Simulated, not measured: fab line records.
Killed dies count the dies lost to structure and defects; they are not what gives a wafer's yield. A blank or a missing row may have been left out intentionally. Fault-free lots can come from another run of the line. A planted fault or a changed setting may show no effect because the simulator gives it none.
Lot-split experiment / flow sfq line / 23 wafers read across 5 lots, on a route 325 steps long

## ABOUT THE SPLIT
At SFQ_TRILAYER_M3_LITHO_COAT_080 (resist thk 62 nm), the setting spin rpm was moved away from the recipe's 3000 rpm on 10 of the 23 wafers read, by -6.5% to +5.5%. For the rest of the wafers, this setting stayed at what the recipe calls for.

The split's own step is where the reading is taken.

## THE READING
BARC_of_TRILAYER_M3_LITHO_COAT_080.thk nm (the simulator's own value, which no gauge read), in nm, at SFQ_TRILAYER_M3_LITHO_COAT_080 (resist thk 62 nm). The file gives no usual value for it. Across the 13 wafers here that went through the recipe, the average is 61.90 nm and the standard deviation 0.11 nm.

wafer=L075.1; tool, chamber at the split=litho track-04, 0; spin rpm as run, rpm=3000; against the recipe=recipe; BARC_of_TRILAYER_M3_LITHO_COAT_080.thk nm, nm=61.81; against lot-mates on the recipe=-
wafer=L075.2; tool, chamber at the split=litho track-04, 0; spin rpm as run, rpm=3164; against the recipe=+5.5%; BARC_of_TRILAYER_M3_LITHO_COAT_080.thk nm, nm=60.13; against lot-mates on the recipe=-1.69
wafer=L075.3; tool, chamber at the split=litho track-04, 0; spin rpm as run, rpm=3000; against the recipe=recipe; BARC_of_TRILAYER_M3_LITHO_COAT_080.thk nm, nm=61.89; against lot-mates on the recipe=-
wafer=L075.4; tool, chamber at the split=litho track-04, 0; spin rpm as run, rpm=3164; against the recipe=+5.5%; BARC_of_TRILAYER_M3_LITHO_COAT_080.thk nm, nm=60.1; against lot-mates on the recipe=-1.72
wafer=L075.6; tool, chamber at the split=litho track-04, 0; spin rpm as run, rpm=3000; against the recipe=recipe; BARC_of_TRILAYER_M3_LITHO_COAT_080.thk nm, nm=61.77; against lot-mates on the recipe=-
wafer=L078.2; tool, chamber at the split=litho track-04, 0; spin rpm as run, rpm=3000; against the recipe=recipe; BARC_of_TRILAYER_M3_LITHO_COAT_080.thk nm, nm=61.91; against lot-mates on the recipe=-
wafer=L078.3; tool, chamber at the split=litho track-04, 0; spin rpm as run, rpm=3000; against the recipe=recipe; BARC_of_TRILAYER_M3_LITHO_COAT_080.thk nm, nm=61.85; against lot-mates on the recipe=-
wafer=L078.4; tool, chamber at the split=litho track-04, 0; spin rpm as run, rpm=2866; against the recipe=-4.5%; BARC_of_TRILAYER_M3_LITHO_COAT_080.thk nm, nm=63.31; against lot-mates on the recipe=+1.43
wafer=L078.5; tool, chamber at the split=litho track-04, 0; spin rpm as run, rpm=2866; against the recipe=-4.5%; BARC_of_TRILAYER_M3_LITHO_COAT_080.thk nm, nm=63.28; against lot-mates on the recipe=+1.40
wafer=L078.6; tool, chamber at the split=litho track-04, 0; spin rpm as run, rpm=2866; against the recipe=-4.5%; BARC_of_TRILAYER_M3_LITHO_COAT_080.thk nm, nm=63.56; against lot-mates on the recipe=+1.68
wafer=L080.1; tool, chamber at the split=litho track-02, 0; spin rpm as run, rpm=3000; against the recipe=recipe; BARC_of_TRILAYER_M3_LITHO_COAT_080.thk nm, nm=62.18; against lot-mates on the recipe=-
wafer=L080.3; tool, chamber at the split=litho track-02, 0; spin rpm as run, rpm=3000; against the recipe=recipe; BARC_of_TRILAYER_M3_LITHO_COAT_080.thk nm, nm=62.02; against lot-mates on the recipe=-
wafer=L080.4; tool, chamber at the split=litho track-02, 0; spin rpm as run, rpm=3000; against the recipe=recipe; BARC_of_TRILAYER_M3_LITHO_COAT_080.thk nm, nm=61.85; against lot-mates on the recipe=-
wafer=L083.1; tool, chamber at the split=litho track-02, 0; spin rpm as run, rpm=2897; against the recipe=-3.4%; BARC_of_TRILAYER_M3_LITHO_COAT_080.thk nm, nm=63; against lot-mates on the recipe=+1.04
wafer=L083.2; tool, chamber at the split=litho track-02, 0; spin rpm as run, rpm=2897; against the recipe=-3.4%; BARC_of_TRILAYER_M3_LITHO_COAT_080.thk nm, nm=63.01; against lot-mates on the recipe=+1.05
wafer=L083.3; tool, chamber at the split=litho track-02, 0; spin rpm as run, rpm=3000; against the recipe=recipe; BARC_of_TRILAYER_M3_LITHO_COAT_080.thk nm, nm=62; against lot-mates on the recipe=-
wafer=L083.4; tool, chamber at the split=litho track-02, 0; spin rpm as run, rpm=3000; against the recipe=recipe; BARC_of_TRILAYER_M3_LITHO_COAT_080.thk nm, nm=61.92; against lot-mates on the recipe=-
wafer=L083.5; tool, chamber at the split=litho track-02, 0; spin rpm as run, rpm=2897; against the recipe=-3.4%; BARC_of_TRILAYER_M3_LITHO_COAT_080.thk nm, nm=62.93; against lot-mates on the recipe=+0.97
wafer=L084.1; tool, chamber at the split=litho track-03, 0; spin rpm as run, rpm=3000; against the recipe=recipe; BARC_of_TRILAYER_M3_LITHO_COAT_080.thk nm, nm=61.87; against lot-mates on the recipe=-
wafer=L084.2; tool, chamber at the split=litho track-03, 0; spin rpm as run, rpm=3000; against the recipe=recipe; BARC_of_TRILAYER_M3_LITHO_COAT_080.thk nm, nm=61.92; against lot-mates on the recipe=-
wafer=L084.3; tool, chamber at the split=litho track-03, 0; spin rpm as run, rpm=2806; against the recipe=-6.5%; BARC_of_TRILAYER_M3_LITHO_COAT_080.thk nm, nm=63.88; against lot-mates on the recipe=+2.03
wafer=L084.5; tool, chamber at the split=litho track-03, 0; spin rpm as run, rpm=3000; against the recipe=recipe; BARC_of_TRILAYER_M3_LITHO_COAT_080.thk nm, nm=61.75; against lot-mates on the recipe=-
wafer=L084.6; tool, chamber at the split=litho track-03, 0; spin rpm as run, rpm=2806; against the recipe=-6.5%; BARC_of_TRILAYER_M3_LITHO_COAT_080.thk nm, nm=64.09; against lot-mates on the recipe=+2.24

THE FIT
A straight line over all 23 wafers: BARC_of_TRILAYER_M3_LITHO_COAT_080.thk nm changes by -0.325 nm for each +1% of spin rpm; r = -0.99; the points scatter about the line by 0.11 nm.
The same after taking each lot's own level away (the mean of its wafers on the recipe; 23 wafers): -0.322 nm for each +1%; r = -1.00; scatter 0.098 nm.
That fit puts the effect of the largest move of spin rpm on the reading at 2.1 nm.
The lots' own levels span 61.823 to 62.017 nm, that is 1.8 times the standard deviation above.
The two slopes agree, so the slope changes little with the lot-to-lot level.
Check: with one of the wafers moved furthest among these (-6.5%) left out of the fit, the line predicts +2.1 nm for it against its lot-mates. Against them it came out at +2.03 nm.

## THESE WAFERS: OTHER SPLITS
Note: prior to the reading, these wafers also went through further splits. Each is held against what the fit with the lots' levels taken away leaves over:
other split on the same wafers=SFQ_TRILAYER_I1_VIA_LITHO_EXPOSE_050 dose mj; wafers away from the commonest value=5; r with BARC_of_TRILAYER_M3_LITHO_COAT_080.thk nm (lot level and that fit taken away)=+0.20
other split on the same wafers=SFQ_TRILAYER_M2_DEP_SPUTTER_055 time s; wafers away from the commonest value=7; r with BARC_of_TRILAYER_M3_LITHO_COAT_080.thk nm (lot level and that fit taken away)=+0.00
other split on the same wafers=SFQ_TRILAYER_M2_LITHO_COAT_057 resist thk nm; wafers away from the commonest value=4; r with BARC_of_TRILAYER_M3_LITHO_COAT_080.thk nm (lot level and that fit taken away)=+0.18
other split on the same wafers=SFQ_TRILAYER_M2_BARC_OPEN_METAL_ETCH_077 time s; wafers away from the commonest value=8; r with BARC_of_TRILAYER_M3_LITHO_COAT_080.thk nm (lot level and that fit taken away)=+0.28
other split on the same wafers=SFQ_TRILAYER_I2_VIA_BARC_OPEN_VIA_ETCH_096 time s; wafers away from the commonest value=9; r with BARC_of_TRILAYER_M3_LITHO_COAT_080.thk nm (lot level and that fit taken away)=+0.31

## FILE'S OWN FIT
BARC_of_TRILAYER_M3_LITHO_COAT_080.thk nm changes by -0.323 nm for each +1% of spin rpm, r = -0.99.
